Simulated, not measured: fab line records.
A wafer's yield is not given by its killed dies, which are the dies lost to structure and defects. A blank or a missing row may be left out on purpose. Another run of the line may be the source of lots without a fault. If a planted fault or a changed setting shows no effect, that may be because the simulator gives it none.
Problem report, 8D (eight disciplines) form, completed by code -- flow sky130 -- the parts of the form that need people (team, actions taken, sign-off) are left out

1. THE PROBLEM
LI_CONTACT_W_RS at SKY_LI_CONTACT_RS_MEAS_22 reads a mean of 0.261 ohm/sq on 2 wafers of 1 lot; wafers without a fault read 0.290 ohm/sq with a standard deviation of 0.0031. That is -9.4 standard deviations from the usual mean.
The step: measures by four-point-probe.
First seen on wafer L494.4, day 32 05:51, on filmMetro-02. At this step, 30 wafers from 10 lots have a number in the record. Rule for "out" (also "out of limits"): further than 4 standard deviations from the usual mean. The rest of the wafers with a number are treated as sound.

2. WHAT IT IS; WHAT IT IS NOT
question,is,is not
which readings at this step,LI_CONTACT_W_RS,-
which lots,L494,"L487, L488, L493, L496, L504, L507, L508, L509, L510"
which wafers of those lots,"L494.4, L494.5",L494.3
read on which gauges,filmMetro-02,"filmMetro-01, filmMetro-04"
when,from day 32 05:51,"up to then (10 sound wafers); but 18 sound wafers of L496, L504, L507, L508, L509, L510 came after"

3. WHAT RULES OUT EACH SUSPECT
Counting: a tool at a process step up to the reading stays a suspect if it ran every lot that is out. Sound lots after the first of them don't rule it out here, since some wafers of a struck lot are sound.
- ruled out: the gauge at SKY_LI_CONTACT_RS_MEAS_22. All the wafers that are out were read on filmMetro-02, but those of them that SKY_LI_CONTACT_CMP_24 has rows for are out there too, on other tools.
- plasmaAsher-01 at SKY_LDD_HVN_STRIP_09 (strips in O2/N2): kept. L494, the lot that is out, went through it at day 23 12:18; up to then, the latest sound lot through it was L487 at day 20 04:22.
- plasmaAsher-03 at SKY_LDD_HVP_STRIP_09 (strips in O2/N2): kept. It ran the lot that is out, L494 (day 24 18:52).
- cvdW-01 at SKY_LI_CONTACT_CVD_21 (deposits W, target thk 400 nm, time 120.56 s): kept. L494, the lot that is out, went through it at day 32 05:44; up to then, the latest sound lot through it was L493 at day 31 18:41.
After the count, these remain: plasmaAsher-01 at SKY_LDD_HVN_STRIP_09, plasmaAsher-03 at SKY_LDD_HVP_STRIP_09 and cvdW-01 at SKY_LI_CONTACT_CVD_21.

4. THE CAUSE (what the simulator had put in)
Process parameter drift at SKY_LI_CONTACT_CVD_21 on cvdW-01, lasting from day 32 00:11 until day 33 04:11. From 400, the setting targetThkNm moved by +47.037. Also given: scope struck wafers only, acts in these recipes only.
Of the 3 suspects that counting leaves, this tool is one.

5. THE EFFECT CHAIN, in route order
One row per reading whose mean, taken over the struck wafers that have a number, lies over 3 standard deviations from the usual. Only readings whose record carries a usual standard deviation are examined. hours: median over the lots of the time between each lot's start at the first step of this table that gives one and its start at this step. sigmas: the change, counted in usual standard deviations.
hours,step,reading,usual,on struck wafers,change,sigmas
0,SKY_LI_CONTACT_RS_MEAS_22,LI_CONTACT_W_RS,0.290 ohm/sq,0.261,-0.029,-9.4
3,SKY_LI_CONTACT_THK_MEAS_23,LI_CONTACT_W_THK,386 nm,434,+48,+11
5,SKY_LI_CONTACT_CMP_24,timeToEndpointS,95 s,112,+18,+5.1
Process steps it contains:
- SKY_LI_CONTACT_CMP_24: polishes, stops on PSG, t overpolish 20 s, target thk 0 nm.

6. WHAT WOULD HAVE CAUGHT IT SOONER
The first out-of-limits reading at a measuring or inspecting step in this record came at day 32 05:51, 6 hours after the fault's start at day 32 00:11.
Tool readings at SKY_LI_CONTACT_CVD_21 with a usual standard deviation given in the record: none out on any struck wafer, hence no alarm at a limit of 4 standard deviations on them.
Lots out: 1; all had begun SKY_LI_CONTACT_CVD_21 on cvdW-01 by day 32 05:51. Had the tool been put on hold then, not one of them would have been saved.
